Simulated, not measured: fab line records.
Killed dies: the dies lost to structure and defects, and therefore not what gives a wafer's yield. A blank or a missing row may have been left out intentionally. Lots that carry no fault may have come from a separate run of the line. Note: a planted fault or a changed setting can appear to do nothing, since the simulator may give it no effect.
A single fault, viewed from 2 desks / flow gf180mcu / each desk holds nothing but its own numbers, with what lay behind them at the end

== FROM THE METROLOGY DESK ==
What the gauges read for every lot (on any tool): the sampled wafers with a number, averaged. If a lot's mean is further than 4 standard deviations from the usual mean, the lot is out of limits and carries the mark OUT (the distance appears in the brackets).
Columns: A = CONTACT_W_RS at GF_CONTACT_RS_MEAS_25, usual 0.385 ohm/sq
lot=L660; first seen here=day 16 03:13; A=0.391
lot=L661; first seen here=day 16 07:46; A=0.392
lot=L662; first seen here=day 16 21:37; A=0.383
lot=L663; first seen here=day 17 03:28; A=0.386
lot=L664; first seen here=day 17 09:37; A=0.387
lot=L666; first seen here=day 18 04:01; A=0.388
lot=L668; first seen here=day 19 01:10; A=0.384
lot=L669; first seen here=day 19 16:06; A=0.382
lot=L670; first seen here=day 19 23:41; A=0.381
lot=L674; first seen here=day 21 11:58; A=0.379
lot=L676; first seen here=day 22 01:17; A=0.388
lot=L678; first seen here=day 22 18:40; A=0.379
lot=L680; first seen here=day 23 11:10; A=0.384
Result from this desk: across the 13 lots, nothing is out of limits.

== TOOL OWNER'S DESK, cmp-02 ==
The tool's own readings at GF_V1_CMP_04 (polishes SiO2): means of the sampled wafers that have a number, for each lot that ran on this tool. If a lot's mean is further than 4 standard deviations from the usual mean, the lot is out of limits and carries the mark OUT (the distance appears in the brackets).
Columns: A = motor-current-A at GF_V1_CMP_04, usual 12.2 A; B = time-to-endpoint-s at GF_V1_CMP_04, usual 85 s
lot=L660; first seen here=day 17 02:59; A=12.3; B=81
lot=L661; first seen here=day 17 08:07; A=12.2; B=84
lot=L666; first seen here=day 19 05:40; A=12.6; B=87
lot=L668; first seen here=day 20 03:57; A=13.1; B=22 (-10) OUT
lot=L669; first seen here=day 20 17:55; A=13.2; B=30 (-9.2) OUT
This desk's finding: out of limits on L668, L669; first on L668, day 20 03:57 (time-to-endpoint-s at GF_V1_CMP_04). Within limits: L660, L661, L666.

== ALL TOGETHER ==
The tool owner's desk could have raised an alarm at day 20 03:57, on L668, L669.
From the metrology desk's view, nothing was out of limits.
The metrology desk holds a record of L668, L669, inside its limits.
On cmp-02, each named lot ran GF_V1_CMP_04.

== WHAT WAS PUT IN BY THE SIMULATOR ==
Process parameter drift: cmp-02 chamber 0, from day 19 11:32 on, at GF_V1_CMP_04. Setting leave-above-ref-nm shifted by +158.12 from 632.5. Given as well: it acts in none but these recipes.
Lots struck among those shown: L668, L669.
How many hours passed from the start of the fault until each desk's first out-of-limits reading: the tool owner's desk, 16.
